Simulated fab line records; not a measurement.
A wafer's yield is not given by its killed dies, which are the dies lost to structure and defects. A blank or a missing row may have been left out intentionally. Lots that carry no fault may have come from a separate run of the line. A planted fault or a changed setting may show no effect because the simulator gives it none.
Which tool was responsible?    flow gf180mcu    43 wafers from 15 lots sampled at 4 of the route's 602 steps

WHAT THE GAUGES SHOWED, per wafer
GF_V3_THK_MEAS_01.
lot   measured      on            V3_CVD_00_THK (nm)
L631  day 21 09:09  filmMetro-03  599 598 596
L632  day 21 19:49  filmMetro-01  606 596 600
L634  day 22 09:55  filmMetro-04  599 598 598
L636  day 23 09:02  filmMetro-01  593 606 594
L638  day 24 20:31  filmMetro-03  601 609 611
L639  day 24 20:13  filmMetro-01  610 619 608
L640  day 25 17:06  filmMetro-03  591 600 595
L641  day 25 17:22  filmMetro-01  600 601 600
L642  day 25 23:49  filmMetro-01  595 601 597
L644  day 26 12:25  filmMetro-03  606 612
L646  day 26 20:17  filmMetro-01  596 590 591
L647  day 27 08:26  filmMetro-04  599 605
L651  day 28 04:54  filmMetro-03  602 604 600
L652  day 28 11:47  filmMetro-04  594 610 611
L653  day 28 20:31  filmMetro-04  596 591 605

GF_V3_BOW_MEAS_05.
lot   measured      on            V3_BOW (um)
L631  day 21 09:40  filmMetro-04  106 103 108
L632  day 21 20:19  filmMetro-04  138 120 122
L634  day 22 10:25  filmMetro-03  127 117 127
L636  day 23 09:33  filmMetro-03  120 113 121
L638  day 24 21:01  filmMetro-03  121 125 120
L639  day 24 20:42  filmMetro-03  112 123 103
L640  day 25 17:38  filmMetro-03  107 107 121
L641  day 25 17:53  filmMetro-01  123 124 119
L642  day 26 00:20  filmMetro-03  123 105 112
L644  day 26 12:55  filmMetro-04  120 117
L646  day 26 20:47  filmMetro-03  118 111 108
L647  day 27 08:56  filmMetro-01  105 114
L651  day 28 05:23  filmMetro-03  116 117 131
L652  day 28 12:35  filmMetro-03  131 123 118
L653  day 28 21:02  filmMetro-04  124 120 123

EACH LOT AND THE TOOL THAT RAN IT (in order: tool; ch and the chambers of the sampled wafers; start)
lot   GF_STI_CMP_25                 GF_M3_SPUTTER_04
L631  cmp-02 ch 1,3, day 2 03:53    pvdSputter-04, day 20 08:19
L632  cmp-01 ch 1,3, day 2 09:18    pvdSputter-04, day 20 18:47
L634  cmp-02 ch 0,3, day 2 18:57    pvdSputter-01, day 21 09:02
L636  cmp-02 ch 0,2,3, day 3 07:41  pvdSputter-02, day 22 09:02
L638  cmp-01 ch 0,2,3, day 3 17:39  pvdSputter-01, day 23 21:57
L639  cmp-01 ch 0,2,3, day 3 21:36  pvdSputter-02, day 23 21:37
L640  cmp-01 ch 0,1,3, day 4 03:53  pvdSputter-04, day 24 18:13
L641  cmp-01 ch 2,3, day 4 07:41    pvdSputter-02, day 24 18:48
L642  cmp-01 ch 2,3, day 4 12:17    pvdSputter-04, day 25 01:38
L644  cmp-01 ch 1,2, day 4 22:56    pvdSputter-04, day 25 13:30
L646  cmp-01 ch 1,2,3, day 5 08:11  pvdSputter-01, day 25 23:10
L647  cmp-01 ch 1, day 5 15:49      pvdSputter-02, day 26 11:04
L651  cmp-02 ch 0,1, day 6 12:21    pvdSputter-04, day 27 07:45
L652  cmp-02 ch 0,1,3, day 6 17:49  pvdSputter-02, day 27 14:45
L653  cmp-02 ch 0,1, day 7 00:05    pvdSputter-04, day 28 00:17
- GF_STI_CMP_25: polishes, stops on Si3N4, t overpolish 33 s, target thk 524.6 nm.
- GF_M3_SPUTTER_04: material TiN, target thk 50 nm, time 41.7 s.

AS READ BY THE TOOLS THEMSELVES (means over the sampled wafers that have a number; for cases with no such wafer, the mark the record gives instead)
GF_STI_CMP_25.
lot   tool    motorCurrentA (A)  overpolishRunS (s)  timeToEndpointS (s)
L631  cmp-02  11.2               32.999              124
L632  cmp-01  12.1               33.000              123
L634  cmp-02  13.3               32.993              118
L636  cmp-02  12.9               32.998              124
L638  cmp-01  12.2               32.997              125
L639  cmp-01  12.8               32.996              122
L640  cmp-01  11.7               33.005              127
L641  cmp-01  12.4               32.998              126
L642  cmp-01  12.4               33.001              165
L644  cmp-01  11.4               32.992              187
L646  cmp-01  11.7               32.996              156
L647  cmp-01  10.7               32.992              122
L651  cmp-02  13.0               33.005              123
L652  cmp-02  12.3               33.000              124
L653  cmp-02  11.5               33.010              130

GF_M3_SPUTTER_04.
lot   tool           cathodeDcPowerW (W)  throttleValvePct (%)
L631  pvdSputter-04  6499.6               29.5
L632  pvdSputter-04  6500.9               29.4
L634  pvdSputter-01  6499.7               30.1
L636  pvdSputter-02  6500.0               29.7
L638  pvdSputter-01  6499.8               30.1
L639  pvdSputter-02  6500.2               29.5
L640  pvdSputter-04  6498.7               29.5
L641  pvdSputter-02  6499.3               29.9
L642  pvdSputter-04  6500.6               29.3
L644  pvdSputter-04  6499.8               29.5
L646  pvdSputter-01  6499.5               30.0
L647  pvdSputter-02  6501.2               29.6
L651  pvdSputter-04  6499.7               29.3
L652  pvdSputter-02  6498.8               29.6
L653  pvdSputter-04  6499.8               29.4

THE ANSWER, worked out from the rows above alone
Rule: the lots themselves supply what counts as usual. Put in order of their means at a reading, lots are off if they are a third of the lots or fewer, leave a main group of 4 or more, and stand apart from it by a gap of 3 or more times the standard deviation of the main group's means; of several such gaps the widest counts. A main group is skipped when, at the precision printed for the reading in the tables above, its means are all equal. Also off: a lot with no number at a reading for which 4 or more lots have one. The other lots that the step has rows for count as sound. Order of review: gauges by route order, followed by the tools' own readings, for which a lot's mean as printed above is used. At the first step where some lot is off, the reading lying furthest off is the one used; lots without a number count as furthest.
Off at GF_STI_CMP_25 (timeToEndpointS): L642, L644, L646. Main group: mean 124 s, sd 2.8.
If a tool, at that step or one of the process steps before it, ran each lot that is off and ran no sound lot following the first of them, it fits. None of those tried fits.

WHAT THE SIMULATOR HAD PUT IN
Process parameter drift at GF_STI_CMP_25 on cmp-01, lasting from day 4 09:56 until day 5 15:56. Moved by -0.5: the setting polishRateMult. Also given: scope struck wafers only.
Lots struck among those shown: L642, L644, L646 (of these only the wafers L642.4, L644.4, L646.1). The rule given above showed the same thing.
